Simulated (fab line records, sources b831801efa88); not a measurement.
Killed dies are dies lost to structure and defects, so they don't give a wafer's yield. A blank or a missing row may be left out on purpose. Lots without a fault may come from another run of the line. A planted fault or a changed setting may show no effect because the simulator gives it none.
One fault seen from 2 desks | flow sky130 | each desk has only its own numbers; what lay behind them comes last

THE METROLOGY DESK
What the gauges read, lot by lot, whatever tool the lot ran on: means of the sampled wafers that have a number. A lot is out of limits, marked OUT, if its mean lies more than 4 standard deviations from the usual mean; the brackets give that distance.
Columns: A = DNWELL_TW at SKY_DNWELL_TW_MEAS_09, usual 1094; B = PWDE_OVL at SKY_PWDE_OVL_MEAS_07, usual 0.7 nm
lot  | first seen here | A    | B
L771 | day 3 03:40     | 1084 | 0.6
L773 | day 3 20:58     | 1086 | 1.5
L780 | day 5 11:25     | 1093 | -0.1
L783 | day 5 21:31     | 1116 | 0.7
L789 | day 7 06:02     | 1114 | 1.1
L792 | day 7 21:14     | 1080 | 1.4
This desk's finding: nothing out of limits on any of the 6 lots.

THE TOOL OWNER'S DESK: implanter-04
The tool's own readings at SKY_PWDE_IMPLANT_08: means of the sampled wafers that have a number, for each lot that ran on this tool. A lot is out of limits, marked OUT, if its mean lies more than 4 standard deviations from the usual mean; the brackets give that distance.
Columns: A = beam_energy_keV at SKY_PWDE_IMPLANT_08, usual 150.01
lot  | first seen here | A
L773 | day 4 13:07     | 150.00
L780 | day 6 04:16     | 159.07 (+99 or more) OUT
L783 | day 6 14:59     | 159.06 (+99 or more) OUT
This desk's finding: out of limits on L780, L783; first on L780, day 6 04:16 (beam_energy_keV at SKY_PWDE_IMPLANT_08). In limits: L773.

PUT TOGETHER
The tool owner's desk could have raised an alarm at day 6 04:16, on L780, L783.
The metrology desk saw nothing out of limits.
The metrology desk has L780, L783 on record, within its limits.
Of the lots named, all ran SKY_PWDE_IMPLANT_08 on implanter-04.

WHAT THE SIMULATOR HAD PUT IN
Process parameter drift: implanter-04, from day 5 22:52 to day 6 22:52, at SKY_PWDE_IMPLANT_08. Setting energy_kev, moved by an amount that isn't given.
Lots struck among those shown: L780, L783.
Hours from the fault's start to each desk's first reading out of limits: the tool owner's desk, 5.
